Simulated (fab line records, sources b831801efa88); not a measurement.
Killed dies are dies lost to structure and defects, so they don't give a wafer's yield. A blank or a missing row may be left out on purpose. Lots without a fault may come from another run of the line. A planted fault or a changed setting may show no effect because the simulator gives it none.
Tool commonality check | flow sfq_line | 15 lots, 45 wafers sampled

WHY IT WAS OPENED
At SFQ_M4_RS_MEAS_924 the reading M4_NB_RS is flagged on 3 of 15 lots. Wafers without a fault read 0.889 ohm/sq, standard deviation 0.011.
Rule: a lot is flagged when every wafer of it that has a number lies more than 4 standard deviations from that mean, or none has a number. The other lots count as sound.

lot  | measured     | on            | M4_NB_RS (ohm/sq), wafer by wafer | flag
L983 | day 37 11:53 | film_metro-01 | 0.882 0.881 0.876                 |
L985 | day 43 15:24 | film_metro-04 | 0.895 0.882 0.898                 |
L987 | day 44 02:12 | film_metro-01 | 0.878 0.868 0.863                 |
L988 | day 44 10:50 | film_metro-04 | 0.441 0.442 0.441                 | FLAGGED
L989 | day 45 02:25 | film_metro-02 | 0.443 0.446 0.444                 | FLAGGED
L995 | day 46 23:49 | film_metro-01 | 0.435 0.440 0.441                 | FLAGGED
L997 | day 47 20:31 | film_metro-01 | 0.888 0.897 0.891                 |
L998 | day 47 21:20 | film_metro-04 | 0.893 0.908 0.902                 |
L100 | day 48 08:02 | film_metro-04 | 0.889 0.908 0.910                 |
L101 | day 48 11:31 | film_metro-01 | 0.887 0.881 0.895                 |
L102 | day 48 17:32 | film_metro-01 | 0.893 0.905 0.906                 |
L103 | day 49 00:44 | film_metro-04 | 0.888 0.882 0.893                 |
L104 | day 50 16:27 | film_metro-02 | 0.898 0.896 0.913                 |
L105 | day 51 08:35 | film_metro-01 | 0.890 0.885 0.896                 |
L106 | day 51 16:31 | film_metro-04 | 0.882 0.896 0.892                 |
The numbers of the flagged lots are 0.441 ohm/sq on average: -0.448 ohm/sq against the usual, or -41 standard deviations.

WHICH TOOL RAN EACH LOT
The record holds 1 process step before the reading, out of a route of 325 steps. In each cell: the tool, then ch and the chambers that the sampled wafers went through, then the start.
lot  | flag    | SFQ_TRILAYER_M4_DEP_SPUTTER_091
L983 |         | pvd_sputter-03, day 37 11:44
L985 |         | pvd_sputter-05, day 43 15:16
L987 |         | pvd_sputter-06, day 44 02:04
L988 | FLAGGED | pvd_sputter-05, day 44 10:28
L989 | FLAGGED | pvd_sputter-05, day 45 02:04
L995 | FLAGGED | pvd_sputter-03, day 46 23:25
L997 |         | pvd_sputter-06, day 47 20:25
L998 |         | pvd_sputter-05, day 47 21:14
L100 |         | pvd_sputter-05, day 48 07:57
L101 |         | pvd_sputter-06, day 48 11:25
L102 |         | pvd_sputter-05, day 48 17:25
L103 |         | pvd_sputter-05, day 49 00:37
L104 |         | pvd_sputter-03, day 50 16:19
L105 |         | pvd_sputter-05, day 51 08:27
L106 |         | pvd_sputter-05, day 51 16:24
What these steps do:
- SFQ_TRILAYER_M4_DEP_SPUTTER_091: material Nb, target thk 200 nm, time 133.3 s.
- SFQ_M4_RS_MEAS_924: measures by four-point-probe.

FLAGGED OVER TOTAL, TOOL BY TOOL (the gauges that took the reading come last)
step                            | tool           | lots run | flagged | share of the flagged lots | sound lots run after its first flagged lot
SFQ_TRILAYER_M4_DEP_SPUTTER_091 | pvd_sputter-03 | 3        | 1       | some                      | 1 (L104)
SFQ_TRILAYER_M4_DEP_SPUTTER_091 | pvd_sputter-05 | 9        | 2       | some                      | 6 (L998,L100,L102,L103,L105,L106)
SFQ_TRILAYER_M4_DEP_SPUTTER_091 | pvd_sputter-06 | 3        | 0       | none                      | -
SFQ_M4_RS_MEAS_924              | film_metro-01  | 7        | 1       | some                      | 4 (L997,L101,L102,L105)
SFQ_M4_RS_MEAS_924              | film_metro-02  | 2        | 1       | some                      | 1 (L104)
SFQ_M4_RS_MEAS_924              | film_metro-04  | 6        | 1       | some                      | 4 (L998,L100,L103,L106)

WHAT THE TABLE ALLOWS
No row of the table ran every flagged lot.

WHAT THE SIMULATOR HAD PUT IN
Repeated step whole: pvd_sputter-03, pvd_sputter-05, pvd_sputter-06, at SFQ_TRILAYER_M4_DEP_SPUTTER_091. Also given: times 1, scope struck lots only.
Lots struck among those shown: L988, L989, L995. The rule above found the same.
